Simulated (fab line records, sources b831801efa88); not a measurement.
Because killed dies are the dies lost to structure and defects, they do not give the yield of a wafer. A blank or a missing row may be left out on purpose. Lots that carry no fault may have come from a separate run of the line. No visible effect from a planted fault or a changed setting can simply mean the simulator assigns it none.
The same fault as seen by 2 desks -- flow gf180mcu -- each desk holds nothing but its own numbers, with what lay behind them at the end

== METROLOGY DESK ==
Lot by lot, what the gauges showed, no matter which tool ran the lot: averages of those sampled wafers that carry a number. Marked OUT: a lot whose mean sits more than 4 standard deviations from the usual mean, which makes it out of limits; the brackets give that distance.
Columns: A = V3_W_RS at GF_V3_RS_MEAS_24, usual 0.328 ohm/sq; B = V3_W_THK at GF_V3_THK_MEAS_25, usual 356 nm
lot,first seen here,A,B
L486,day 23 14:53,0.328,353
L489,day 25 01:47,0.332,358
L493,day 26 03:58,0.331,346
L502,day 28 12:38,0.327,354
L503,day 28 21:47,0.332,346
L505,day 29 11:59,0.330,357
This desk's verdict: no lot among the 6 shows anything out of limits.

== AT THE TOOL OWNER'S DESK: pvd_sputter-02 ==
The tool's own readings at GF_M4_SPUTTER_01 (material TiN, target thk 30 nm, time 25 s): means of the sampled wafers that have a number, for each lot that ran on this tool. Marked OUT: a lot whose mean sits more than 4 standard deviations from the usual mean, which makes it out of limits; the brackets give that distance.
Columns: A = throttle_valve_pct at GF_M4_SPUTTER_01, usual 29.9 %
lot,first seen here,A
L486,day 23 15:28,29.1
L489,day 25 02:21,29.0
L493,day 26 04:40,29.1
L502,day 28 13:13,29.2
L503,day 28 22:22,29.1
This desk's verdict: no lot among the 5 shows anything out of limits.

== PUT TOGETHER ==
The metrology desk saw nothing out of limits.
The tool owner's desk saw nothing out of limits.

== WHAT HAD BEEN PUT IN BY THE SIMULATOR ==
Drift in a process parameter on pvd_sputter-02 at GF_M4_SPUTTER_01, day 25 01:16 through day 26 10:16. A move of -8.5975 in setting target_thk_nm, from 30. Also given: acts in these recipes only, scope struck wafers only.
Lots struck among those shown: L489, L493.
